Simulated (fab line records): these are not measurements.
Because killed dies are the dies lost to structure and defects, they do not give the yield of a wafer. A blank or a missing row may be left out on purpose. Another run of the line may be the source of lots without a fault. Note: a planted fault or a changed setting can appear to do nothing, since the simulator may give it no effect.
Which tool was responsible? / flow sky130 / 33 wafers from 11 lots sampled at 3 of the route's 708 steps

WHAT EACH GAUGE READ, for each wafer
SKY_GATE_OXIDE_THK_MEAS_02.
lot=L903; measured=day 12 20:14; on=film-metro-03; GATE_OXIDE_OXIDATION_00_THK (nm)=10.13 10.25 9.99
lot=L904; measured=day 13 08:34; on=film-metro-01; GATE_OXIDE_OXIDATION_00_THK (nm)=10.03 10.15 10.18
lot=L906; measured=day 13 18:31; on=film-metro-04; GATE_OXIDE_OXIDATION_00_THK (nm)=10.46 10.27 10.24
lot=L907; measured=day 14 00:19; on=film-metro-03; GATE_OXIDE_OXIDATION_00_THK (nm)=10.23 10.13 10.15
lot=L908; measured=day 14 14:14; on=film-metro-04; GATE_OXIDE_OXIDATION_00_THK (nm)=10.37 10.38 10.23
lot=L909; measured=day 15 00:40; on=film-metro-03; GATE_OXIDE_OXIDATION_00_THK (nm)=10.12 10.20 10.23
lot=L910; measured=day 15 05:46; on=film-metro-04; GATE_OXIDE_OXIDATION_00_THK (nm)=10.23 10.30 10.14
lot=L919; measured=day 18 07:47; on=film-metro-01; GATE_OXIDE_OXIDATION_00_THK (nm)=8.42 8.36 8.47
lot=L920; measured=day 19 03:27; on=film-metro-03; GATE_OXIDE_OXIDATION_00_THK (nm)=8.24 8.33 8.38
lot=L922; measured=day 19 07:41; on=film-metro-01; GATE_OXIDE_OXIDATION_00_THK (nm)=10.30 10.34 10.17
lot=L923; measured=day 20 15:16; on=film-metro-01; GATE_OXIDE_OXIDATION_00_THK (nm)=10.36 10.21 10.18

WHAT TOOL EACH LOT RAN ON (gives the tool, then ch and the chambers of the sampled wafers, and finally the start)
lot=L903; SKY_NWELL_STRIP_25=plasma-asher-02 ch 0,1, day 5 09:25; SKY_GATE_OXIDE_OXIDATION_01=furnace-01 ch 0, day 12 18:49
lot=L904; SKY_NWELL_STRIP_25=plasma-asher-04 ch 0,1, day 5 20:20; SKY_GATE_OXIDE_OXIDATION_01=furnace-02 ch 0, day 13 07:10
lot=L906; SKY_NWELL_STRIP_25=plasma-asher-04 ch 0,1, day 6 02:33; SKY_GATE_OXIDE_OXIDATION_01=furnace-02 ch 0, day 13 17:07
lot=L907; SKY_NWELL_STRIP_25=plasma-asher-02 ch 0,1, day 6 06:27; SKY_GATE_OXIDE_OXIDATION_01=furnace-02 ch 0, day 13 22:55
lot=L908; SKY_NWELL_STRIP_25=plasma-asher-02 ch 0,1, day 6 14:04; SKY_GATE_OXIDE_OXIDATION_01=furnace-02 ch 0, day 14 12:49
lot=L909; SKY_NWELL_STRIP_25=plasma-asher-04 ch 0,1, day 7 00:07; SKY_GATE_OXIDE_OXIDATION_01=furnace-02 ch 0, day 14 23:14
lot=L910; SKY_NWELL_STRIP_25=plasma-asher-03 ch 0,1, day 7 03:28; SKY_GATE_OXIDE_OXIDATION_01=furnace-01 ch 0, day 15 04:21
lot=L919; SKY_NWELL_STRIP_25=plasma-asher-03 ch 0,1, day 9 11:12; SKY_GATE_OXIDE_OXIDATION_01=furnace-02 ch 0, day 18 06:23
lot=L920; SKY_NWELL_STRIP_25=plasma-asher-03 ch 0,1, day 9 16:25; SKY_GATE_OXIDE_OXIDATION_01=furnace-02 ch 0, day 19 02:02
lot=L922; SKY_NWELL_STRIP_25=plasma-asher-03 ch 0,1, day 10 05:57; SKY_GATE_OXIDE_OXIDATION_01=furnace-01 ch 0, day 19 06:16
lot=L923; SKY_NWELL_STRIP_25=plasma-asher-03 ch 0,1, day 10 12:12; SKY_GATE_OXIDE_OXIDATION_01=furnace-01 ch 0, day 20 13:51
- SKY_NWELL_STRIP_25: strips in O2/N2.
- SKY_GATE_OXIDE_OXIDATION_01: stabilise 600 s, purge 300 s, target thk 10.268 nm.

THE ANSWER, worked out from the rows above alone
Rule: the lots themselves supply what counts as usual. The widest of any qualifying gaps counts: lots, ordered by their means at a reading, are off when they make up no more than a third of the lots, leave a main group of 4 or more, and stand apart from it by 3 or more times the standard deviation of that group's means. A main group is skipped when, at the precision printed for the reading in the tables above, its means are all equal. A lot without any number at a reading at which 4 lots or more have one is off too. Any other lot the step has rows for is counted as sound.
Off: L919, L920, seen at SKY_GATE_OXIDE_THK_MEAS_02 (GATE_OXIDE_OXIDATION_00_THK). Main group: mean 10.22 nm, sd 0.074.
A tool fits if, at a process step before that reading, it ran every lot that is off, and no sound lot after the first of them. Those tools and the gauges at SKY_GATE_OXIDE_THK_MEAS_02 are tried in the same way. One fits: furnace-02 at SKY_GATE_OXIDE_OXIDATION_01. A fault onset in the window from L909 (day 14 23:14, its last sound lot) to L919 (day 18 06:23, its first lot off) fits.

WHAT HAD BEEN PUT IN BY THE SIMULATOR
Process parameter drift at SKY_GATE_OXIDE_OXIDATION_01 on furnace-02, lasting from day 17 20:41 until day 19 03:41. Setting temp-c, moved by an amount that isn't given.
Struck lots among those shown: L919, L920. Same finding as the rule above.
